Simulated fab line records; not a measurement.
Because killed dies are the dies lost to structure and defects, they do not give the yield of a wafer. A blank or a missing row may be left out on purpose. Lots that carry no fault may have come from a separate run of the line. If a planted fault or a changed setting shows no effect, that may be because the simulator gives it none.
Problem report, 8D (eight disciplines) form, completed by code || flow sfq line || the parts of the form that need people (team, actions taken, sign-off) are left out

== 1. PROBLEM STATEMENT ==
Mean of run length s at SFQ_TRILAYER_M0_ETCH_METAL_ETCH_024: 135.74 s across 4 wafers in 2 lots; on wafers with no fault it is 148.42 s (standard deviation 0.29). Relative to the usual mean, that is a shift of -44 standard deviations.
The step: etches Nb in Cl2/Ar, stops on SiO2, target depth 240 nm, time 120 s.
The first sign was on wafer L995.1 at day 13 13:31, on rie metal-04. At this step, 42 wafers from 14 lots have a number in the record. The rule behind "out" and "out of limits": a value lying over 4 standard deviations away from the usual mean. The other wafers with a number count as sound.

== 2. WHAT IT IS, WHAT IT ISN'T ==
{"question": "which readings at this step", "is": "run length s, oes product au", "is not": "chamber pressure mTorr, drypump motor current A"}
{"question": "which lots", "is": "L101, L995", "is not": "L102, L105, L106, L107, L984, L985, L986, L988, L989, L990, L991, L997"}
{"question": "which wafers of those lots", "is": "L101.1, L101.5, L995.1, L995.5", "is not": "L101.6, L995.4"}
{"question": "read on which tools", "is": "rie metal-04", "is not": "rie metal-01, rie metal-03"}
{"question": "when", "is": "from day 13 13:31", "is not": "up to then (22 sound wafers); but 16 sound wafers of L101, L102, L105, L106, L107, L997 came after"}

== 3. WHAT RULES OUT EACH SUSPECT ==
Counting: a tool at a process step up to the reading stays a suspect if it ran every lot that is out. Sound lots after the first of them don't rule it out here, since some wafers of a struck lot are sound.
- rie metal-01 at SFQ_TRILAYER_L0_STRIP_STRIP_009 (strips in O2): kept. It processed each lot that is out (first: L995, day 7 01:59); up to then, its last sound lot is L991 (day 5 22:24).
- rie metal-04 at SFQ_TRILAYER_M0_ETCH_METAL_ETCH_024 (etches Nb in Cl2/Ar, stops on SiO2, target depth 240 nm, time 120 s): kept. It processed each lot that is out (first: L995, day 13 13:31); up to then, its last sound lot is L991 (day 13 08:43). Its own oes product au, run length s readings are out on those wafers.
Remaining after the count are rie metal-01 at SFQ_TRILAYER_L0_STRIP_STRIP_009 and rie metal-04 at SFQ_TRILAYER_M0_ETCH_METAL_ETCH_024.

== 4. THE CAUSE (what the simulator had put in) ==
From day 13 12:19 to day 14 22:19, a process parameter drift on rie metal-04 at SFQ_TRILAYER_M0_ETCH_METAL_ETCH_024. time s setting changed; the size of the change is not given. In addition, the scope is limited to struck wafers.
2 suspects survive the count, and this tool is in that group.

== 5. THE EFFECT CHAIN, in route order ==
One row per reading whose mean, taken over the struck wafers that have a number, lies over 3 standard deviations from the usual. Only readings for which the record gives a usual standard deviation are gone through. hours: the time from each lot's start at the first step in this table that gives one to its start at this step, as a median over the lots. sigmas: the change in usual standard deviations.
{"hours": 0, "step": "SFQ_TRILAYER_M0_ETCH_METAL_ETCH_024", "reading": "oes product au", "usual": "0.898 a.u.", "on struck wafers": 0.999, "change": "+0.101", "sigmas": "+13"}
{"hours": 0, "step": "SFQ_TRILAYER_M0_ETCH_METAL_ETCH_024", "reading": "run length s", "usual": "148.42 s", "on struck wafers": 135.74, "change": -12.68, "sigmas": -44}
Process steps it contains:
- SFQ_TRILAYER_M0_ETCH_METAL_ETCH_024: etches Nb in Cl2/Ar, stops on SiO2, target depth 240 nm, time 120 s.
Later measuring or inspecting steps at which every struck wafer that the step has a row for has a number for every such reading, and none has moved that far: SFQ_M4_RS_MEAS_924.

== 6. WHAT WOULD HAVE CAUGHT IT SOONER ==
In this record the first reading out of limits was taken at day 13 13:31, 1 hour after the fault began at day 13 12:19.
